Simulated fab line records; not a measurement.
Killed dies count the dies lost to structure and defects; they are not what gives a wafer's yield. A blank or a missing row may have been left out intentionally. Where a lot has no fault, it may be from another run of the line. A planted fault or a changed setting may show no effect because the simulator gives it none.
What tool caused it? :: flow gf180mcu :: 12 lots, 36 wafers sampled, at 5 steps of a route of 602

## WHAT EACH GAUGE READ, for each wafer
GF_SAB_CD_MEAS_09: the cd target is 420 nm. Usual: 419.2 nm for cdNm, sd 2.4.
lot: L654
measured: day 15 11:29
on: cdSem-01
cdNm (nm): 422.4 422.4 421.7
flag: 

lot: L656
measured: day 16 05:27
on: cdSem-02
cdNm (nm): 423.6 423.9 422.1
flag: 

lot: L657
measured: day 16 15:37
on: cdSem-01
cdNm (nm): 413.3 414.6 414.9
flag: 

lot: L662
measured: day 18 09:44
on: cdSem-01
cdNm (nm): 419.6 419.5 420.1
flag: 

lot: L663
measured: day 18 16:50
on: cdSem-01
cdNm (nm): 418.3 416.5 417.4
flag: 

lot: L668
measured: day 20 10:55
on: cdSem-02
cdNm (nm): 421.0 419.5 421.2
flag: 

lot: L669
measured: day 21 04:08
on: cdSem-02
cdNm (nm): 421.8 423.2 421.3
flag: 

lot: L670
measured: day 21 10:07
on: cdSem-02
cdNm (nm): 419.9 418.9 420.9
flag: 

lot: L671
measured: day 21 15:41
on: cdSem-02
cdNm (nm): 416.6 417.3 418.6
flag: 

lot: L672
measured: day 21 23:56
on: cdSem-01
cdNm (nm): 416.8 416.9 420.7
flag: 

lot: L674
measured: day 22 17:03
on: cdSem-02
cdNm (nm): 420.4 420.3 422.9
flag: 

lot: L675
measured: day 22 21:09
on: cdSem-02
cdNm (nm): 422.1 419.6 419.9
flag: 

GF_SALICIDE_RS_MEAS_04: the measuring method here is four-point-probe. Usual: SALICIDE_TIN_RS 16.3 ohm/sq, standard deviation 0.31.
lot: L654
measured: day 15 12:10
on: filmMetro-02
SALICIDE_TIN_RS (ohm/sq): 15.9 15.7 16.0
flag: 

lot: L656
measured: day 16 05:59
on: filmMetro-04
SALICIDE_TIN_RS (ohm/sq): 16.3 16.2 16.5
flag: 

lot: L657
measured: day 16 16:10
on: filmMetro-04
SALICIDE_TIN_RS (ohm/sq): 16.0 16.6 16.5
flag: 

lot: L662
measured: day 18 10:18
on: filmMetro-04
SALICIDE_TIN_RS (ohm/sq): 16.7 16.8 16.7
flag: 

lot: L663
measured: day 18 17:23
on: filmMetro-04
SALICIDE_TIN_RS (ohm/sq): 16.2 16.4 16.5
flag: 

lot: L668
measured: day 20 11:37
on: filmMetro-04
SALICIDE_TIN_RS (ohm/sq): 16.3 16.2 16.6
flag: 

lot: L669
measured: day 21 04:41
on: filmMetro-04
SALICIDE_TIN_RS (ohm/sq): 16.2 16.0 16.1
flag: 

lot: L670
measured: day 21 10:40
on: filmMetro-04
SALICIDE_TIN_RS (ohm/sq): 16.7 16.6 16.8
flag: 

lot: L671
measured: day 21 16:14
on: filmMetro-02
SALICIDE_TIN_RS (ohm/sq): 16.1 16.2 16.1
flag: 

lot: L672
measured: day 22 00:29
on: filmMetro-04
SALICIDE_TIN_RS (ohm/sq): 16.1 16.1 16.3
flag: 

lot: L674
measured: day 22 17:36
on: filmMetro-04
SALICIDE_TIN_RS (ohm/sq): 16.7 15.9 16.7
flag: 

lot: L675
measured: day 22 21:43
on: filmMetro-02
SALICIDE_TIN_RS (ohm/sq): 16.0 16.1 16.2
flag: 

GF_CONTACT_THK_MEAS_01. Usual: CONTACT_CVD_00_THK 301 nm, standard deviation 3.6.
lot: L654
measured: day 15 12:45
on: filmMetro-01
CONTACT_CVD_00_THK (nm): 297 299 299
flag: 

lot: L656
measured: day 16 06:29
on: filmMetro-03
CONTACT_CVD_00_THK (nm): 299 298 297
flag: 

lot: L657
measured: day 16 16:40
on: filmMetro-03
CONTACT_CVD_00_THK (nm): 307 297 304
flag: 

lot: L662
measured: day 18 10:49
on: filmMetro-03
CONTACT_CVD_00_THK (nm): 153 152 153 153 152 153
flag: OFF

lot: L663
measured: day 18 17:53
on: filmMetro-03
CONTACT_CVD_00_THK (nm): 149 147 158 149 148 158
flag: OFF

lot: L668
measured: day 20 12:10
on: filmMetro-01
CONTACT_CVD_00_THK (nm): 302 301 301
flag: 

lot: L669
measured: day 21 05:12
on: filmMetro-04
CONTACT_CVD_00_THK (nm): 304 302 300
flag: 

lot: L670
measured: day 21 11:11
on: filmMetro-04
CONTACT_CVD_00_THK (nm): 304 307 301
flag: 

lot: L671
measured: day 21 16:46
on: filmMetro-01
CONTACT_CVD_00_THK (nm): 305 291 302
flag: 

lot: L672
measured: day 22 00:59
on: filmMetro-04
CONTACT_CVD_00_THK (nm): 303 295 299
flag: 

lot: L674
measured: day 22 18:07
on: filmMetro-01
CONTACT_CVD_00_THK (nm): 300 299 295
flag: 

lot: L675
measured: day 22 22:20
on: filmMetro-01
CONTACT_CVD_00_THK (nm): 299 309 301
flag: 

## TOOL THAT RAN EACH LOT (tool first, then ch and the chambers of the sampled wafers, then the start)
lot: L654
GF_SALICIDE_RTA_06: rtpAnneal-01 ch 0, day 15 12:20
GF_CONTACT_CVD_00: hdpcvd-02 ch 0,2, day 15 12:41

lot: L656
GF_SALICIDE_RTA_06: rtpAnneal-02 ch 0, day 16 06:10
GF_CONTACT_CVD_00: hdpcvd-02 ch 0,1,2, day 16 06:26

lot: L657
GF_SALICIDE_RTA_06: rtpAnneal-02 ch 0, day 16 16:20
GF_CONTACT_CVD_00: hdpcvd-01 ch 1,2, day 16 16:37

lot: L662
GF_SALICIDE_RTA_06: rtpAnneal-01 ch 0, day 18 10:29
GF_CONTACT_CVD_00: hdpcvd-01 ch 1,2, day 18 10:46

lot: L663
GF_SALICIDE_RTA_06: rtpAnneal-02 ch 0, day 18 17:34
GF_CONTACT_CVD_00: hdpcvd-01 ch 0,1,2, day 18 17:50

lot: L668
GF_SALICIDE_RTA_06: rtpAnneal-01 ch 0, day 20 11:47
GF_CONTACT_CVD_00: hdpcvd-02 ch 0,1,2, day 20 12:04

lot: L669
GF_SALICIDE_RTA_06: rtpAnneal-01 ch 0, day 21 04:52
GF_CONTACT_CVD_00: hdpcvd-01 ch 1,2, day 21 05:10

lot: L670
GF_SALICIDE_RTA_06: rtpAnneal-01 ch 0, day 21 10:51
GF_CONTACT_CVD_00: hdpcvd-02 ch 0,1,2, day 21 11:07

lot: L671
GF_SALICIDE_RTA_06: rtpAnneal-01 ch 0, day 21 16:25
GF_CONTACT_CVD_00: hdpcvd-01 ch 1,2, day 21 16:43

lot: L672
GF_SALICIDE_RTA_06: rtpAnneal-02 ch 0, day 22 00:39
GF_CONTACT_CVD_00: hdpcvd-01 ch 0,1,2, day 22 00:55

lot: L674
GF_SALICIDE_RTA_06: rtpAnneal-02 ch 0, day 22 17:47
GF_CONTACT_CVD_00: hdpcvd-02 ch 0,2, day 22 18:03

lot: L675
GF_SALICIDE_RTA_06: rtpAnneal-01 ch 0, day 22 21:55
GF_CONTACT_CVD_00: hdpcvd-01 ch 0,1,2, day 22 22:17
- GF_SALICIDE_RTA_06: time 30 s.
- GF_CONTACT_CVD_00: deposits SiO2, target thk 300 nm, time 50 s.

## WHAT THE TOOLS THEMSELVES READ (means of the sampled wafers that have a number; where no wafer has one, the mark that the record gives instead)
GF_SALICIDE_RTA_06. Usual: chamberO2Ppm 1.996, standard deviation 0.018; lampPowerPct 6.08 %, standard deviation 0.29; wafer_temp_C_max 532.8, standard deviation 0.72.
lot: L654
tool: rtpAnneal-01
chamberO2Ppm: 2.003
lampPowerPct (%): 5.76
wafer_temp_C_max: 534.2
flag: 

lot: L656
tool: rtpAnneal-02
chamberO2Ppm: 1.990
lampPowerPct (%): 6.35
wafer_temp_C_max: 532.3
flag: 

lot: L657
tool: rtpAnneal-02
chamberO2Ppm: 1.976
lampPowerPct (%): 6.35
wafer_temp_C_max: 532.4
flag: 

lot: L662
tool: rtpAnneal-01
chamberO2Ppm: 2.004
lampPowerPct (%): 5.76
wafer_temp_C_max: 533.4
flag: 

lot: L663
tool: rtpAnneal-02
chamberO2Ppm: 2.024
lampPowerPct (%): 6.35
wafer_temp_C_max: 532.7
flag: 

lot: L668
tool: rtpAnneal-01
chamberO2Ppm: 1.999
lampPowerPct (%): 5.77
wafer_temp_C_max: 533.6
flag: 

lot: L669
tool: rtpAnneal-01
chamberO2Ppm: 2.003
lampPowerPct (%): 5.77
wafer_temp_C_max: 533.0
flag: 

lot: L670
tool: rtpAnneal-01
chamberO2Ppm: 1.992
lampPowerPct (%): 5.77
wafer_temp_C_max: 533.4
flag: 

lot: L671
tool: rtpAnneal-01
chamberO2Ppm: 2.008
lampPowerPct (%): 5.76
wafer_temp_C_max: 533.0
flag: 

lot: L672
tool: rtpAnneal-02
chamberO2Ppm: 1.983
lampPowerPct (%): 6.35
wafer_temp_C_max: 532.1
flag: 

lot: L674
tool: rtpAnneal-02
chamberO2Ppm: 2.005
lampPowerPct (%): 6.35
wafer_temp_C_max: 532.2
flag: 

lot: L675
tool: rtpAnneal-01
chamberO2Ppm: 1.995
lampPowerPct (%): 5.77
wafer_temp_C_max: 533.2
flag: 

GF_CONTACT_CVD_00. Usual: 59.99 sccm for sih4FlowSccm, sd 0.2.
lot: L654
tool: hdpcvd-02
sih4FlowSccm (sccm): 59.93
flag: 

lot: L656
tool: hdpcvd-02
sih4FlowSccm (sccm): 60.09
flag: 

lot: L657
tool: hdpcvd-01
sih4FlowSccm (sccm): 60.26
flag: 

lot: L662
tool: hdpcvd-01
sih4FlowSccm (sccm): 30.08
flag: OFF

lot: L663
tool: hdpcvd-01
sih4FlowSccm (sccm): 29.85
flag: OFF

lot: L668
tool: hdpcvd-02
sih4FlowSccm (sccm): 60.04
flag: 

lot: L669
tool: hdpcvd-01
sih4FlowSccm (sccm): 59.97
flag: 

lot: L670
tool: hdpcvd-02
sih4FlowSccm (sccm): 60.08
flag: 

lot: L671
tool: hdpcvd-01
sih4FlowSccm (sccm): 59.92
flag: 

lot: L672
tool: hdpcvd-01
sih4FlowSccm (sccm): 59.96
flag: 

lot: L674
tool: hdpcvd-02
sih4FlowSccm (sccm): 60.07
flag: 

lot: L675
tool: hdpcvd-01
sih4FlowSccm (sccm): 59.99
flag: 

## THE ANSWER, worked out from the rows above alone
Rule: take the mean of a lot's wafers that have a number; if it is more than 3 standard deviations from the usual mean, the lot is off. Also off: a lot with no number at a reading for which 4 or more lots have one. All remaining lots with rows at the step are treated as sound. The gauges are gone through in route order, then the tools' own readings, and for those a lot's mean is taken as printed above. The first step at which some lot is off is used, and at that step the reading that is off furthest; a lot without a number counts as furthest.
Off: L662, L663, seen at GF_CONTACT_THK_MEAS_01 (CONTACT_CVD_00_THK).
A tool fits if, at a process step before that reading, it ran every lot that is off, and no sound lot after the first of them. The gauges at GF_CONTACT_THK_MEAS_01 aren't tried: what is off there is off at GF_CONTACT_CVD_00 too, on other tools, and a gauge's error can't cause that. Not one of the candidates tried fits.

## WHAT THE SIMULATOR PUT IN
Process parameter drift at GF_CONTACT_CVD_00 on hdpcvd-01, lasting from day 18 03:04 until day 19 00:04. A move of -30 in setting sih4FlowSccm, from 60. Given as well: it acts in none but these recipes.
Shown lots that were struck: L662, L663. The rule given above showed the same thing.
